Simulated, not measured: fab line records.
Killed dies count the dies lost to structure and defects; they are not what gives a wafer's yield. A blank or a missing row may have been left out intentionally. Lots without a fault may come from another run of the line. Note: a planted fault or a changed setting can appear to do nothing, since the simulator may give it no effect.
Which tool is to blame? | flow gf180mcu | 6 lots, 17 wafers sampled, at 2 steps of a route of 602

== WHAT EACH GAUGE READ, for each wafer ==
GF_V3_RS_MEAS_24: the measuring method here is four-point-probe.
lot  | measured     | on            | V3_W_RS (ohm/sq)
L777 | day 23 02:32 | film_metro-02 | 0.332 0.328 0.329
L782 | day 24 15:36 | film_metro-02 | 0.330 0.251
L790 | day 27 09:22 | film_metro-02 | 0.324 0.323 0.327
L795 | day 28 21:52 | film_metro-04 | 0.316 0.317 0.324
L798 | day 29 12:56 | film_metro-04 | 0.334 0.331 0.334
L799 | day 29 22:23 | film_metro-02 | 0.322 0.324 0.332

== EACH LOT AND THE TOOL THAT RAN IT (in order: tool; ch and the chambers of the sampled wafers; start) ==
lot  | GF_V3_CVD_23
L777 | cvd_w-01 ch 0,1, day 23 02:25
L782 | cvd_w-01 ch 0,1, day 24 15:29
L790 | cvd_w-02 ch 0,1, day 27 09:14
L795 | cvd_w-01 ch 0,1, day 28 21:44
L798 | cvd_w-01 ch 0,1, day 29 12:49
L799 | cvd_w-01 ch 0,1, day 29 22:16
- GF_V3_CVD_23: deposits W, target thk 350 nm, time 104.9 s.

== THE ANSWER, worked out from the rows above alone ==
Rule: the lots themselves supply what counts as usual. The widest of any qualifying gaps counts: lots, ordered by their means at a reading, are off when they make up no more than a third of the lots, leave a main group of 4 or more, and stand apart from it by 3 or more times the standard deviation of that group's means. If all means in a main group match to the digits the tables above print for the reading, that group is not used. A lot without any number at a reading at which 4 lots or more have one is off too. Where the step has rows for the other lots, those lots are counted as sound.
Off: L782, at GF_V3_RS_MEAS_24 (V3_W_RS). The main group: mean 0.326 ohm/sq, standard deviation 0.0047.
A tool fits if, at a process step before that reading, it ran every lot that is off, and no sound lot after the first of them. Gauges at GF_V3_RS_MEAS_24: tried the same way as those tools. None of those tried fits.

== WHAT WAS PUT IN BY THE SIMULATOR ==
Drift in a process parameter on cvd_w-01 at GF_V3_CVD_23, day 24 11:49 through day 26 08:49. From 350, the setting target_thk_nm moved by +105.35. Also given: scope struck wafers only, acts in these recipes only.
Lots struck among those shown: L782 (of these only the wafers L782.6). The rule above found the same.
